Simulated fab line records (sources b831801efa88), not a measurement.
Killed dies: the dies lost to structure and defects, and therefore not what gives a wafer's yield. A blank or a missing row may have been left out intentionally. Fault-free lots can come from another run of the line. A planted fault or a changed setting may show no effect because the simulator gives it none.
fab line records	flow sky130
record: lots: 6	wafers: 18	lastDay: 50
route steps=708 shown VT_ADJUST_HVTR@139 VT_ADJUST_PCH@143 PAD_OPEN@708
lots untouched by any fault: they come from a run of this same line in which no faults occurred
startH: the number of hours between the record's first day and the start of the first shown wafer of the lot	waitH: hours elapsed since this lot's preceding step	" identical to the entry in the row above	L1.1+2: a single row standing in for several wafers	- either no value or no given start	* or withheld: withheld	< > ~ a bound
route shown NAME@n: a module of which the file shows steps, and the number in the route of the first	usual: the fault-free wafers' mean and standard deviation	same: alike in all rows	chamber/n: place in a boat	sites: readings site by site	_std_site: their standard deviation	_edge_site: mean of outer sites minus mean of inner sites	radiusMm: how far each site lies from the wafer's centre	mask NAME#n: copy n	behind: the last tool/chamber to shape the wafer	hold: the reason the lot was held/the length of the hold in hours/how it ended	device: whichever transistor did not switch (one of n, p or np)	end of line: tests run on the same wafers once the route is complete	where a step has no rows: the recipe by itself	killed: the dies lost at the first sort to structure and to defects; this is not the yield of the wafer	map: per-die view of a wafer (x killed, . not killed, _ where there is no die)
set.NAME: the setting that was run; set.NAME@STEP: the one run at that earlier step	model.NAME: the simulator's own value behind a step, which no gauge read
lots at some steps of the route; a table a step, a row a wafer
services: when a tool's chamber went out of use (startH, in hours from the record's first day, below 0 if earlier), for how many hours, and the reason
== steps ==
step: SKY_VT_ADJUST_HVTR_OVL_MEAS_08
usual: VT_ADJUST_HVTR_OVL: -0.6/1.2
lot.wafer	tool	chamber	startH	waitH	VT_ADJUST_HVTR_OVL[nm]
L884.2	overlay-02	-	222.11	0.1	-0.5
L884.3	"	-	"	"	-1.5
L884.5	"	-	"	"	-1.2
L894.2	overlay-02	-	291.24	0.1	-0.7
L894.4	"	-	"	"	-1.4
L894.5	"	-	"	"	0.3
L897.2	overlay-01	-	331.53	0.1	0.9
L897.4	"	-	"	"	-4.0
L897.5	"	-	"	"	0.3
L898.4	overlay-01	-	334.74	0.1	-2.3
L898.5	"	-	"	"	0.2
L898.6	"	-	"	"	0.3
L899.2	overlay-02	-	336.89	0.1	0.7
L899.3	"	-	"	"	0.3
L899.5	"	-	"	"	0.6
L903.1	overlay-01	-	360.56	0.1	0.2
L903.4	"	-	"	"	0.7
L903.5	"	-	"	"	0.1
step: SKY_VT_ADJUST_HVTR_IMPLANT_09
recipe: species: B	energyKev: 10	doseCm2: 2.1e+12	tiltDeg: withheld
step: SKY_VT_ADJUST_HVTR_STRIP_10
recipe: chemistry: O2/N2	powerW: 1400	pressureMtorr: 1500	platenTempC: withheld	o2FlowSccm: 3000	n2FlowSccm: 300	overashFraction: 0.5
usual: drypumpMotorCurrentA: 5.73/0.24	oesProductAu: 0.715/0.004	stripTimeToEndpointS: 14.21/0.037
lot.wafer	tool	chamber	startH	waitH	drypumpMotorCurrentA	oesProductAu	rfHoursCounterH	stripTimeToEndpointS
L884.2	plasmaAsher-04	0	222.29	0.1	5.75	0.716	53	14.22
L884.3	"	0	"	"	5.75	0.712	-	14.27
L884.5	"	0	"	"	5.74	0.713	-	14.29
L894.2	plasmaAsher-04	1	291.42	0.1	5.84	0.714	60	14.13
L894.4	"	1	"	"	5.86	0.716	-	14.18
L894.5	"	0	"	"	5.78	0.719	-	14.19
L897.2	plasmaAsher-01	1	331.71	0.1	5.74	0.710	54	14.17
L897.4	"	1	"	"	5.73	0.712	-	14.20
L897.5	"	1	"	"	5.74	0.720	-	14.17
L898.4	plasmaAsher-01	1	334.94	0.1	5.75	0.707	-	14.20
L898.5	"	0	"	"	5.28	0.720	-	14.23
L898.6	"	1	"	"	5.76	0.717	-	14.18
L899.2	plasmaAsher-01	1	337.07	0.1	5.77	0.716	55	14.23
L899.3	"	0	"	"	5.27	0.720	-	14.19
L899.5	"	0	"	"	5.24	0.708	-	14.20
L903.1	plasmaAsher-01	1	360.74	0.1	5.73	0.713	57	14.16
L903.4	"	1	"	"	5.70	0.716	-	14.21
L903.5	"	1	"	"	5.72	0.722	-	14.23
step: SKY_VT_ADJUST_HVTR_TW_MEAS_11
usual: VT_ADJUST_HVTR_TW: 211.1/1.7
lot.wafer	tool	chamber	startH	waitH	VT_ADJUST_HVTR_TW
L884.2	filmMetro-04	-	222.40	0.1	213.3
L884.3	"	-	"	"	212.7
L884.5	"	-	"	"	211.5
L894.2	filmMetro-04	-	291.53	0.1	211.3
L894.4	"	-	"	"	212.0
L894.5	"	-	"	"	211.7
L897.2	filmMetro-03	-	331.82	0.1	208.9
L897.4	"	-	"	"	209.4
L897.5	"	-	"	"	209.8
L898.4	filmMetro-03	-	335.04	0.1	210.4
L898.5	"	-	"	"	208.5
L898.6	"	-	"	"	207.6
L899.2	filmMetro-04	-	337.18	0.1	211.6
L899.3	"	-	"	"	211.3
L899.5	"	-	"	"	211.3
L903.1	filmMetro-04	-	360.84	0.1	211.4
L903.4	"	-	"	"	209.5
L903.5	"	-	"	"	209.6
step: SKY_VT_ADJUST_PCH_DEHYDRATE_00
recipe: tempC: 200	timeS: 60
step: SKY_VT_ADJUST_PCH_HMDS_01
recipe: primeTimeS: 60	primeTempC: 120
step: SKY_VT_ADJUST_PCH_COAT_02
recipe: spinRpm: 2000	resistThkNm: 3000
step: SKY_VT_ADJUST_PCH_SOFTBAKE_03
recipe: tempC: 110	timeS: withheld
step: SKY_VT_ADJUST_PCH_EXPOSE_04
recipe: maskId: NWM	na: 0.6	sourceShape: conventional	sigmaOuter: 0.6	polarization: unpolarized	targetCdNm: 840	doseMj: 255
step: SKY_VT_ADJUST_PCH_PEB_05
recipe: tempC: 115	timeS: withheld
step: SKY_VT_ADJUST_PCH_DEVELOP_06
recipe: wallAngleDeg: 90	developer: TMAH	developTimeS: 60	devTempC: 23
step: SKY_VT_ADJUST_PCH_OVL_MEAS_07
usual: VT_ADJUST_PCH_OVL: 0.2/1.4
lot.wafer	tool	chamber	startH	waitH	VT_ADJUST_PCH_OVL[nm]
L884.2	overlay-01	-	246.17	-	-0.9
L884.3	"	-	"	"	-2.6
L884.5	"	-	"	"	-0.5
L894.2	overlay-01	-	317.56	-	-2.6
L894.4	"	-	"	"	0.4
L894.5	"	-	"	"	-1.1
L897.2	overlay-01	-	358.72	-	0.9
L897.4	"	-	"	"	0.3
L897.5	"	-	"	"	1.7
L898.4	overlay-02	-	361.58	-	0.1
L898.5	"	-	"	"	-0.6
L898.6	"	-	"	"	0.0
L899.2	overlay-02	-	363.67	-	-1.1
L899.3	"	-	"	"	0.6
L899.5	"	-	"	"	1.8
L903.1	overlay-02	-	388.75	-	-0.7
L903.4	"	-	"	"	0.6
L903.5	"	-	"	"	-0.2
step: SKY_VT_ADJUST_PCH_IMPLANT_08
recipe: species: B	energyKev: 10	doseCm2: 5e+11	tiltDeg: withheld
usual: beamOnS: 9.98/0.21	endStationPressureTorr: 4.98e-06/2.5e-07	faradayCurrentUA: 2.83/0.058
lot.wafer	tool	chamber	startH	waitH	beamOnS	endStationPressureTorr	faradayCurrentUA
L884.2	implanter-01	0	246.22	0.0	9.80	5.21e-06	2.88
L884.3	"	0	"	"	9.84	4.78e-06	2.86
L884.5	"	0	"	"	10.11	5.04e-06	2.78
L894.2	implanter-01	0	317.62	0.0	10.34	4.84e-06	2.73
L894.4	"	0	"	"	9.77	4.99e-06	2.88
L894.5	"	0	"	"	10.29	5.09e-06	2.75
L897.2	implanter-02	0	358.77	0.0	9.56	5.05e-06	2.95
L897.4	"	0	"	"	9.57	5.11e-06	2.93
L897.5	"	0	"	"	10.16	5.21e-06	2.78
L898.4	implanter-01	0	361.67	0.1	11.82	8.893e-05	2.38
L898.5	"	0	"	"	12.28	8.366e-05	2.29
L898.6	"	0	"	"	11.54	8.765e-05	2.44
L899.2	implanter-01	0	363.72	0.0	11.97	9.045e-05	2.36
L899.3	"	0	"	"	11.77	8.838e-05	2.40
L899.5	"	0	"	"	11.71	8.18e-05	2.40
L903.1	implanter-04	0	388.79	0.0	10.10	4.87e-06	2.80
L903.4	"	0	"	"	10.03	5.2e-06	2.80
L903.5	"	0	"	"	9.80	4.94e-06	2.89
step: SKY_VT_ADJUST_PCH_STRIP_09
recipe: chemistry: O2/N2	powerW: 1400	pressureMtorr: 1500	platenTempC: withheld	o2FlowSccm: 3000	n2FlowSccm: 300	overashFraction: 0.5
usual: drypumpMotorCurrentA: 5.8/0.45	oesProductAu: 0.723/0.0045	stripTimeToEndpointS: 36.93/0.097
lot.wafer	tool	chamber	startH	waitH	drypumpMotorCurrentA	oesProductAu	rfHoursCounterH	stripTimeToEndpointS
L884.2	plasmaAsher-03	1	246.35	0.1	6.0	0.728	55	36.79
L884.3	"	0	"	"	5.8	0.725	-	36.79
L884.5	"	0	"	"	5.8	0.721	-	36.86
L894.2	plasmaAsher-03	0	317.74	0.1	5.8	0.723	62	36.92
L894.4	"	0	"	"	5.8	0.719	-	37.01
L894.5	"	1	"	"	6.0	0.725	-	36.84
L897.2	plasmaAsher-02	0	358.90	0.1	6.6	0.726	22	36.99
L897.4	"	0	"	"	6.6	0.727	-	36.96
L897.5	"	1	"	"	5.4	0.718	-	36.84
L898.4	plasmaAsher-03	1	361.78	0.1	6.0	0.721	-	36.98
L898.5	"	1	"	"	5.9	0.721	-	37.02
L898.6	"	0	"	"	5.8	0.728	-	36.94
L899.2	plasmaAsher-01	0	363.85	0.1	5.3	0.721	58	36.88
L899.3	"	1	"	"	5.7	0.724	-	37.03
L899.5	"	0	"	"	5.3	0.724	-	36.96
L903.1	plasmaAsher-03	0	388.94	0.1	5.8	0.725	69	36.92
L903.4	"	0	"	"	5.8	0.721	-	36.94
L903.5	"	1	"	"	6.0	0.727	-	36.79
step: SKY_VT_ADJUST_PCH_TW_MEAS_10
usual: VT_ADJUST_PCH_TW: 142.8/1.1
lot.wafer	tool	chamber	startH	waitH	hold	VT_ADJUST_PCH_TW
L884.2	filmMetro-02	-	246.46	0.1	-	144.1
L884.3	"	-	"	"	-	144.0
L884.5	"	-	"	"	-	143.4
L894.2	filmMetro-02	-	317.85	0.1	-	144.1
L894.4	"	-	"	"	-	144.1
L894.5	"	-	"	"	-	143.7
L897.2	filmMetro-02	-	359.01	0.1	-	144.2
L897.4	"	-	"	"	-	144.1
L897.5	"	-	"	"	-	145.2
L898.4	filmMetro-01	-	361.88	0.1	awaitDispo/0.2h/release	148.4
L898.5	"	-	"	"	awaitDispo/0.2h/release	148.4
L898.6	"	-	"	"	awaitDispo/0.2h/release	148.4
L898.4	filmMetro-01	-	362.11	0.2	-	148.7
L898.5	"	-	"	"	-	148.6
L898.6	"	-	"	"	-	148.7
L899.2	filmMetro-02	-	363.96	0.1	awaitDispo/0.2h/release	150.5
L899.3	"	-	"	"	awaitDispo/0.2h/release	150.2
L899.5	"	-	"	"	awaitDispo/0.2h/release	150.8
L899.2	filmMetro-02	-	364.19	0.2	-	150.4
L899.3	"	-	"	"	-	150.6
L899.5	"	-	"	"	-	150.9
L903.1	filmMetro-01	-	389.04	0.1	-	141.9
L903.4	"	-	"	"	-	142.5
L903.5	"	-	"	"	-	141.9
step: SKY_PAD_OPEN_PROBE_99
usual: killed_at_M0_to_M3: 45/7.3	killed_at_M4_up: 3.2/1.8	killedAtContacts: 25/5.5	killedAtFrontEnd: 15/4.2	killedAtOther: 0.3/0.69	killedDies: 89/9.4	killedOpen: 49/6.6	killedShort: 40/6.4
same: grossDies: 492	killedAtBackSide: 0
lot.wafer	tool	chamber	startH	waitH	killed_at_M0_to_M3	killed_at_M4_up	killedAtContacts	killedAtFrontEnd	killedAtOther	killedDies	killedOpen	killedShort	model.etest.pfetG5v0d10v5.offLog10AUm	model.etest.pfetG5v0d10v5.vtSatV	model.etest.pfet_16v.vtV	model.etest.pfetG5v0d10v5.vtV	model.etest.pfetG5v0d10v5.vtLongV	model.etest.pfet_01v8_lvt.vtSatV	model.etest.pfet_01v8_lvt.vtV	model.etest.pfet_01v8_lvt.vtLongV
L884.2	prober-02	-	1092.07	0.1	58	5	25	18	0	106	56	50	-12.5	-0.6238	-1.091	-0.8151	-0.9187	-0.4433	-0.5295	-0.645
L884.3	prober-02	-	1092.12	0.2	49	5	26	14	0	94	60	34	-12.29	-0.6104	-1.098	-0.806	-0.9331	-0.4406	-0.5284	-0.6442
L884.5	prober-02	-	1092.22	0.2	60	2	29	16	0	107	60	47	-12.68	-0.638	-1.091	-0.8299	-0.9258	-0.4369	-0.5248	-0.6473
L894.2	prober-02	-	1145.56	0.1	46	0	30	17	0	93	58	33	-12.89	-0.6459	-1.121	-0.8238	-0.9428	-0.4612	-0.5467	-0.6618
L894.4	prober-02	-	1145.66	0.2	45	1	22	14	2	84	42	40	-13.12	-0.6818	-1.122	-0.865	-0.9399	-0.4548	-0.5395	-0.6606
L894.5	prober-02	-	1145.71	0.2	58	4	29	9	0	100	55	45	-12.9	-0.6596	-1.122	-0.8441	-0.9453	-0.46	-0.5461	-0.6636
L897.2	prober-01	-	1167.81	0.1	55	3	27	9	0	94	55	39	-12.78	-0.6625	-1.093	-0.849	-0.9243	-0.4331	-0.5236	-0.6423
L897.4	prober-01	-	1167.91	0.2	37	1	22	15	0	75	48	27	-12.39	-0.6309	-1.096	-0.821	-0.9229	-0.4415	-0.5347	-0.65
L897.5	prober-01	-	1167.96	0.2	46	3	23	17	0	89	51	37	-12.49	-0.6538	-1.088	-0.8476	-0.9198	-0.4381	-0.5308	-0.6494
L898.4	prober-02	-	1173.63	0.2	37	2	26	12	0	77	46	31	-12.18	-0.595	-1.071	-0.7995	-0.8997	-0.4175	-0.5121	-0.6376
L898.5	prober-02	-	1173.68	0.2	51	1	29	20	0	101	58	42	-12.22	-0.6073	-1.071	-0.8073	-0.8995	-0.4223	-0.5175	-0.6385
L898.6	prober-02	-	1173.73	0.2	52	2	15	16	0	85	46	39	-12.11	-0.5984	-1.072	-0.7981	-0.9017	-0.4232	-0.5187	-0.6404
L899.2	prober-01	-	1177.21	0.1	48	2	21	29	0	100	52	48	-11.77	-0.5775	-1.037	-0.7847	-0.8797	-0.398	-0.4915	-0.6115
L899.3	prober-01	-	1177.26	0.2	46	1	24	12	1	84	42	42	-11.68	-0.5527	-1.035	-0.7586	-0.8746	-0.3917	-0.4867	-0.609
L899.5	prober-01	-	1177.36	0.2	49	6	15	18	0	88	44	44	-11.49	-0.5341	-1.036	-0.7432	-0.8661	-0.3871	-0.4826	-0.6051
L903.1	prober-01	-	1189.58	0.1	42	5	38	15	0	100	43	57	-12.94	-0.6638	-1.121	-0.8529	-0.9567	-0.4526	-0.5441	-0.6586
L903.4	prober-01	-	1189.73	0.2	38	4	25	22	0	89	45	42	-12.25	-0.6137	-1.124	-0.8097	-0.949	-0.4481	-0.5439	-0.6594
L903.5	prober-01	-	1189.78	0.2	50	5	35	18	0	108	53	53	-12.7	-0.6355	-1.122	-0.8243	-0.9482	-0.4491	-0.5428	-0.6582
killed by level:class
L884.2 VIA1:geometricParticle:short=12 VIA1:geometricParticle:open=10 LI_CONTACT:geometricParticle:open=9 VIA3:geometricParticle:open=9 CONTACT:geometricParticle:short=7 VIA2:geometricParticle:open=7 METAL1:geometricParticle:short=6 FIELD_ISO:geometricParticle:short=5
L884.3 VIA3:geometricParticle:open=12 CONTACT:geometricParticle:open=12 VIA1:geometricParticle:open=11 LI_CONTACT:geometricParticle:open=7 METAL1:geometricParticle:short=7 FIELD_ISO:geometricParticle:short=6 METAL4:geometricParticle:short=5 VIA2:geometricParticle:open=5
L884.5 VIA1:geometricParticle:open=14 LI_CONTACT:geometricParticle:open=12 VIA2:geometricParticle:open=9 CONTACT:geometricParticle:open=8 METAL1:geometricParticle:short=8 VIA1:geometricParticle:short=7 VIA3:geometricParticle:open=6 FIELD_ISO:geometricParticle:short=5
L894.2 VIA1:geometricParticle:open=13 CONTACT:geometricParticle:open=12 LI_CONTACT:geometricParticle:open=9 VIA2:geometricParticle:open=8 LOCAL_INTERCONNECT:geometricParticle:short=5 VIA1:geometricParticle:short=5 VIA3:geometricParticle:open=5 FIELD_ISO:geometricParticle:open=4
L894.4 CONTACT:geometricParticle:open=8 VIA1:geometricParticle:open=8 VIA3:geometricParticle:open=8 METAL1:geometricParticle:short=6 CONTACT:geometricParticle:short=5 VIA1:geometricParticle:short=5 FIELD_ISO:geometricParticle:short=4 LI_CONTACT:geometricParticle:open=4
L894.5 VIA1:geometricParticle:open=12 CONTACT:geometricParticle:open=12 VIA3:geometricParticle:open=12 CONTACT:geometricParticle:short=9 METAL1:geometricParticle:short=9 LOCAL_INTERCONNECT:geometricParticle:short=6 VIA2:geometricParticle:open=6 METAL2:geometricParticle:short=5
L897.2 LI_CONTACT:geometricParticle:open=12 VIA1:geometricParticle:open=10 VIA2:geometricParticle:open=9 CONTACT:geometricParticle:open=9 METAL1:geometricParticle:short=8 METAL2:geometricParticle:short=7 VIA3:geometricParticle:open=6 POLY_GATE:geometricParticle:short=4
L897.4 VIA2:geometricParticle:open=13 CONTACT:geometricParticle:open=10 VIA1:geometricParticle:open=7 METAL2:geometricParticle:short=4 POLY_GATE:geometricParticle:open=4 LI_CONTACT:geometricParticle:open=4 FIELD_ISO:geometricParticle:open=3 POLY_GATE:geometricParticle:short=3
L897.5 CONTACT:geometricParticle:open=12 VIA2:geometricParticle:open=9 VIA1:geometricParticle:open=7 VIA3:geometricParticle:open=7 LI_CONTACT:geometricParticle:open=5 POLY_GATE:geometricParticle:open=5 VIA3:geometricParticle:short=4 POLY_GATE:geometricParticle:short=4
L898.4 CONTACT:geometricParticle:open=13 VIA1:geometricParticle:short=8 VIA1:geometricParticle:open=8 LI_CONTACT:geometricParticle:short=5 METAL1:geometricParticle:open=5 POLY_GATE:geometricParticle:open=4 VIA3:geometricParticle:open=4 FIELD_ISO:geometricParticle:short=3
L898.5 VIA1:geometricParticle:open=11 LI_CONTACT:geometricParticle:open=10 VIA1:geometricParticle:short=8 VIA2:geometricParticle:open=8 FIELD_ISO:geometricParticle:open=7 CONTACT:geometricParticle:open=7 METAL2:geometricParticle:short=7 VIA3:geometricParticle:open=6
L898.6 VIA1:geometricParticle:open=12 VIA2:geometricParticle:open=10 METAL2:geometricParticle:short=7 CONTACT:geometricParticle:short=5 VIA3:geometricParticle:open=5 VIA1:geometricParticle:short=5 FIELD_ISO:geometricParticle:open=4 POLY_GATE:geometricParticle:short=4
L899.2 FIELD_ISO:geometricParticle:short=9 CONTACT:geometricParticle:open=9 VIA1:geometricParticle:open=8 VIA1:geometricParticle:short=7 POLY_GATE:geometricParticle:open=6 METAL1:geometricParticle:short=6 VIA3:geometricParticle:open=6 LI_CONTACT:geometricParticle:open=5
L899.3 METAL1:geometricParticle:short=10 CONTACT:geometricParticle:open=9 VIA1:geometricParticle:open=6 VIA3:geometricParticle:open=6 LI_CONTACT:geometricParticle:short=5 LI_CONTACT:geometricParticle:open=5 CONTACT:geometricParticle:short=5 VIA1:geometricParticle:short=5
L899.5 VIA3:geometricParticle:short=7 VIA3:geometricParticle:open=7 FIELD_ISO:geometricParticle:short=6 VIA1:geometricParticle:open=6 VIA1:geometricParticle:short=6 VIA2:geometricParticle:open=6 LI_CONTACT:geometricParticle:open=5 CONTACT:geometricParticle:open=5
L903.1 LI_CONTACT:geometricParticle:open=11 CONTACT:geometricParticle:open=11 FIELD_ISO:geometricParticle:short=6 LI_CONTACT:geometricParticle:short=6 METAL2:geometricParticle:short=6 VIA3:geometricParticle:short=6 VIA2:geometricParticle:short=5 LOCAL_INTERCONNECT:geometricParticle:short=5
L903.4 CONTACT:geometricParticle:open=9 LI_CONTACT:geometricParticle:open=7 FIELD_ISO:geometricParticle:open=6 VIA1:geometricParticle:open=6 METAL2:geometricParticle:short=6 CONTACT:geometricParticle:short=5 VIA2:geometricParticle:open=5 FIELD_ISO:geometricParticle:short=4
L903.5 VIA1:geometricParticle:open=9 CONTACT:geometricParticle:open=9 VIA3:geometricParticle:open=9 LI_CONTACT:geometricParticle:short=8 CONTACT:geometricParticle:short=8 METAL1:geometricParticle:short=8 METAL2:geometricParticle:short=7 VIA2:geometricParticle:open=7
== services ==
tool	chamber	startH	hours	kind
plasmaAsher-02	-	212.40	3.1	repair
plasmaAsher-03	-	216.49	14.6	pm
plasmaAsher-01	-	249.72	1.3	repair
implanter-04	-	272.55	10.3	repair
implanter-01	-	279.48	4.0	repair
implanter-01	-	284.03	1.2	repair
implanter-04	-	287.14	6.5	pm
implanter-02	-	289.04	20.1	pm
implanter-01	-	293.68	2.1	pm
implanter-01	-	307.49	5.0	pm
implanter-04	-	307.89	5.1	repair
implanter-02	-	322.35	1.5	repair
plasmaAsher-04	-	325.69	0.4	repair
plasmaAsher-04	-	335.62	4.0	repair
plasmaAsher-04	-	349.05	13.1	repair
implanter-02	-	355.53	2.9	repair
implanter-04	-	375.52	5.4	pm
implanter-02	-	381.85	7.1	pm
== key ==
firstSign: step: SKY_VT_ADJUST_PCH_IMPLANT_08	reading: endStationPressureTorr	direction: up	sigmas: 99+	usual: 4.98e-06	struck: 8.681e-05
effect: step: SKY_VT_ADJUST_PCH_IMPLANT_08	reading: beamOnS	direction: up	sigmas: 8.8	usual: 9.98	struck: 11.85
effect: step: SKY_VT_ADJUST_PCH_TW_MEAS_10	reading: visit	direction: added
effect: step: SKY_VT_ADJUST_PCH_TW_MEAS_10	reading: VT_ADJUST_PCH_TW	direction: up	sigmas: 6.1	usual: 142.8	struck: 149.4
modelEffect: step: SKY_PAD_OPEN_PROBE_99	value: etest.pfetG5v0d10v5.offLog10AUm	without: -12.38	struck: -11.91
metAt SKY_VT_ADJUST_PCH_IMPLANT_08
struckWafers L898.4,L898.5,L898.6,L899.2,L899.3,L899.5
testerLeftOut L898,L899
onsetBetween 317.62 361.67
fault: kind: processParameterDrift	tool: implanter-01	chamber: -	onsetH: 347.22	steps: SKY_VT_ADJUST_PCH_IMPLANT_08	channel: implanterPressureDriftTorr	offset: 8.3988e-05	shape: step	endH: 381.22
fault: kind: processParameterDrift	tool: implanter-01	chamber: -	onsetH: 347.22	steps: SKY_VT_ADJUST_PCH_IMPLANT_08	channel: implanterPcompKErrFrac	offset: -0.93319	shape: step	endH: 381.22
testerLeftOut: of these lots the tester's yield and bins aren't shown, on N5 and GAA mostly nor the transistor test; their killed dies are dies lost to structure and defects alone, not to doping, threshold or leakage, so they don't give the yield
